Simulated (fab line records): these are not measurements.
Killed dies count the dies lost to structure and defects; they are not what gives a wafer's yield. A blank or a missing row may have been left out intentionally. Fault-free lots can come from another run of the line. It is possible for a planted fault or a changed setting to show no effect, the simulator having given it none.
Comparing a struck lot with a sound one	flow gf180mcu	30 steps out of a route of 602
Sound: wafers L991.1, L991.4, L991.5. Struck: wafers L981.2, L981.5 (left out: L981.3, a lot-mate that was not struck); the cause follows at the end.
For every step that has rows: the tool of each side, followed by ch and its chambers, followed by its first start. Under that, the readings that differ: sound wafers	struck wafers	difference of the means	sigmas: that difference in standard deviations of wafers without a fault.
alike: same words and numbers on both sides, and readings whose means sit less than 2 such deviations apart. not compared: any withheld reading, any reading some wafer has no value for, any bound like >300 that may hide the same value, and any number with overlapping values for which the record gives no deviation.
The two part at a step that has a row with sigmas, a row that says differs or no value, or rows on one side only. Non-overlapping numbers with no deviation appear without sigmas and do not part them. A reading that every wafer of one side lacks parts them only if that side has two wafers or more.

first, 3 steps without rows for these wafers: GF_PSD_EXPOSE_04 (exposes mask Pplus, target cd 400 nm); GF_PSD_PEB_05; GF_PSD_DEVELOP_06 (develop time 60 s).
GF_PSD_CD_MEAS_07: the cd target is 400 nm.
  sound on cd_sem-02, day 20 21:47; struck on cd_sem-01, day 16 21:56
reading	sound	struck	difference	sigmas
cd_nm (nm)	402.1 402.4 402.4	395.6 396.2	-6.4	-3
GF_PSD_OVL_MEAS_08:
  sound on overlay-02, day 20 21:54; struck on overlay-02, day 16 22:03
  alike: PSD_OVL
then, 1 step without rows for these wafers: GF_PSD_IMPLANT_09.
GF_PSD_STRIP_10: strips in O2/N2.
  sound on plasma_asher-01 ch 0,1, day 20 22:05; struck on plasma_asher-01 ch 0,1, day 16 22:14
reading	sound	struck	difference	sigmas
strip_time_to_endpoint_s (s)	16.51 16.50 16.48	16.59 16.56	+0.08	+2
  alike: drypump_motor_current_A, heater_power_w, oes_product_au
  not compared: rf_hours_counter_h
GF_PSD_TW_MEAS_11:
  sound on film_metro-04, day 20 22:11; struck on film_metro-02, day 16 22:20
  alike: PSD_TW
then, 1 step without rows for these wafers: GF_PSD_CLEAN_12 (cleans in SC1/SC2, time 150 s).
GF_PSD_RTA_13: time 20 s.
  sound on rtp_anneal-02 ch 0, day 20 22:17; struck on rtp_anneal-01 ch 0, day 16 22:28
  alike: lamp_power_pct, wafer_temp_C_max
GF_PSD_RS_MEAS_14: the measuring method here is four-point-probe.
  sound on film_metro-02, day 20 22:23; struck on film_metro-04, day 16 22:33
  alike: NSD_RS
GF_PSD_RS_MEAS_15: the measuring method here is four-point-probe.
  sound on film_metro-02, day 20 22:30; struck on film_metro-04, day 16 22:40
  alike: PSD_RS
GF_SAB_CVD_00: deposits SiO2 from TEOS, target thk 50 nm, time 4.9302 s.
  sound on pecvd-02 ch 1,2, day 20 22:37; struck on pecvd-02 ch 0, day 16 22:46
reading	sound	struck	difference	sigmas
model.SiO2_of_SAB_CVD_00.thk_nm (nm)	48.6 48.89 49.21	73.75 74.2	+25.07	
  alike: heater_power_w
GF_SAB_THK_MEAS_01:
  sound on film_metro-04, day 20 22:38; struck on film_metro-02, day 16 22:48
reading	sound	struck	difference	sigmas
SAB_CVD_00_THK (nm)	48.6 48.9 49.2	73.8 74.1	+25.0	+33
then, 7 steps without rows for these wafers: GF_SAB_DEHYDRATE_02 (time 60 s); GF_SAB_HMDS_03 (prime time 60 s); GF_SAB_COAT_04 (resist thk 1000 nm); GF_SAB_SOFTBAKE_05 (time 60 s); GF_SAB_EXPOSE_06 (exposes mask SAB, target cd 420 nm); GF_SAB_PEB_07; GF_SAB_DEVELOP_08 (develop time 60 s).
GF_SAB_CD_MEAS_09: the cd target is 420 nm.
  sound on cd_sem-01, day 21 22:05; struck on cd_sem-02, day 17 21:29
  alike: cd_nm
GF_SAB_OVL_MEAS_10:
  sound on overlay-02, day 21 22:12; struck on overlay-02, day 17 21:35
  alike: SAB_OVL
GF_SAB_ETCH_11: etches SiO2 in C4F8/O2/Ar, target depth 55 nm, time 8.5 s.
  sound on rie_diel-02 ch 0,2,3, day 21 22:14; struck on rie_diel-02 ch 0,3, day 17 21:37
  alike: oes_product_au
  not compared: rf_hours_counter_h
then, 1 step without rows for these wafers: GF_SAB_WET_ETCH_12 (etches SiO2 in dHF, target depth 22 nm, time 440 s).
GF_SAB_STRIP_13: strips in O2/N2.
  sound on plasma_asher-03 ch 0,1, day 21 22:23; struck on plasma_asher-03 ch 0, day 17 21:46
  alike: drypump_motor_current_A, heater_power_w, oes_product_au, strip_time_to_endpoint_s
  not compared: rf_hours_counter_h
then, 1 step without rows for these wafers: GF_SALICIDE_CLEAN_00 (cleans in SC1/SC2, time 150 s).
GF_SALICIDE_WET_ETCH_01: etches SiO2 in dHF, target depth 5 nm, time 100 s.
  sound on wet_bench-01 ch 1, day 21 22:32; struck on wet_bench-02 ch 2, day 17 21:55
reading	sound	struck	difference	sigmas
model.SiO2_of_SAB_CVD_00.thk_nm (nm)	37.82 38.11 38.51	63.1 63.51	+25.2	
  alike: temp_c
GF_SALICIDE_SPUTTER_02: material Co, target thk 10 nm, time 20 s.
  sound on pvd_sputter-01, day 21 22:35; struck on pvd_sputter-01, day 17 21:59
reading	sound	struck	difference	sigmas
cathode_dc_power_W (W)	1000.1 1000.3 1000.1	1000.0 999.55	-0.4	-2
  alike: throttle_valve_pct
then, 1 step without rows for these wafers: GF_PASSIVATION_PROBE_99.

## WHERE THEY PART
Earliest at GF_PSD_CD_MEAS_07; latest, in this record, at GF_SALICIDE_SPUTTER_02.

WHY: what the simulator had put in
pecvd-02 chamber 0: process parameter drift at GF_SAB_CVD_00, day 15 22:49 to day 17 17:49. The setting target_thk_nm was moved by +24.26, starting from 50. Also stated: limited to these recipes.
